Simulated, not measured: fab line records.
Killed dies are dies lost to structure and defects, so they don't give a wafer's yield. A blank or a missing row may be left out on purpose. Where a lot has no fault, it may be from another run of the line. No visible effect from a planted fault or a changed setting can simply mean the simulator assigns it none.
Problem report in the 8D (eight disciplines) form, filled by code / flow sky130 / the parts of the form that need people (team, actions taken, sign-off) are left out

1. WHAT WENT WRONG
Across 3 wafers from 3 lots, METAL2_ALCU_RS at SKY_METAL2_RS_MEAS_05 averages 0.1341 ohm/sq, while fault-free wafers read 0.1267 ohm/sq with a standard deviation of 0.0014. That puts it +5.3 standard deviations away from the usual mean.
The step: measures by four-point-probe.
Seen first at day 35 19:44 on film-metro-01, wafer L725.2. At this step, 33 wafers from 11 lots have a number in the record. The rule behind "out" and "out of limits": a value lying over 4 standard deviations away from the usual mean. All remaining wafers that have a number are taken as sound.

2. WHAT IT IS, WHAT IT ISN'T
question=which readings at this step | is=METAL2_ALCU_RS | is not=-
question=which lots | is=L725, L726, L728 | is not=L722, L723, L724, L727, L736, L738, L739, L740
question=which wafers of those lots | is=L725.2, L726.2, L728.5 | is not=L725.1, L725.5, L726.4, L726.6, L728.4, L728.6
question=read on which gauges | is=film-metro-01, film-metro-02 | is not=film-metro-03
question=when | is=from day 35 19:44 | is not=up to then (11 sound wafers); but 19 sound wafers of L726, L727, L728, L736, L738, L739, L740 came after

3. SUSPECTS, AND WHAT RULES EACH OUT
Counting: any tool at a process step up to the reading remains a suspect provided it ran every lot that is out. Sound lots after the first of them don't rule it out here, since some wafers of a struck lot are sound.
- ruled out: the gauge at SKY_METAL2_RS_MEAS_05. Those wafers that are out were read across 2 gauges (film-metro-01, film-metro-02).
- cvd-w-02 at SKY_VIA1_CVD_21 (deposits W, target thk 270 nm, time 80.902 s): kept. It ran every lot that is out, first L725 (day 35 19:02); its last sound lot up to then is L724 (day 35 13:43).
- pvd-sputter-04 at SKY_METAL2_SPUTTER_02 (material AlCu, target thk 250 nm, time 13.3 s): kept. It ran every lot that is out, first L725 (day 35 19:39); its last sound lot up to then is L724 (day 35 14:18).
- pvd-sputter-04 at SKY_METAL2_SPUTTER_04 (material TiN, target thk 70 nm, time 58.3 s): kept. It ran every lot that is out, first L725 (day 35 19:41); its last sound lot up to then is L724 (day 35 14:20).
Still standing after the count: cvd-w-02 at SKY_VIA1_CVD_21, pvd-sputter-04 at SKY_METAL2_SPUTTER_02, pvd-sputter-04 at SKY_METAL2_SPUTTER_04.

4. THE CAUSE (what the simulator had put in)
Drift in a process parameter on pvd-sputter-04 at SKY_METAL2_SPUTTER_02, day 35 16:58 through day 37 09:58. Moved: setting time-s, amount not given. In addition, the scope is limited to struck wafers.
3 suspects survive the count, and this tool is in that group.

5. THE CHAIN OF EFFECTS, in route order
Each row: a reading whose mean over the struck wafers that have a number lies more than 3 standard deviations from the usual. Only readings whose record carries a usual standard deviation are examined. hours: median over the lots of the time between each lot's start at the first step of this table that gives one and its start at this step. sigmas: the change, counted in usual standard deviations.
hours=0; step=SKY_METAL2_RS_MEAS_05; reading=METAL2_ALCU_RS; usual=0.1267 ohm/sq; on struck wafers=0.1341; change=+0.0074; sigmas=+5.3
hours=0; step=SKY_METAL2_THK_MEAS_06; reading=METAL2_ALCU_THK; usual=254 nm; on struck wafers=240; change=-14; sigmas=-4.6

6. WHAT WOULD HAVE CAUGHT IT SOONER
In this record the first reading out of limits at a measuring or inspecting step was taken at day 35 19:44, 3 hours after the fault began at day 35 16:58.
No tool reading at SKY_METAL2_SPUTTER_02 that has a usual standard deviation in the record was out on any struck wafer, so an alarm limit of 4 standard deviations on those readings would not have fired.
Lots out: 3; of these, L726, L728 started SKY_METAL2_SPUTTER_02 on pvd-sputter-04 after day 35 19:44. A hold on the tool at that time would have spared those 2.
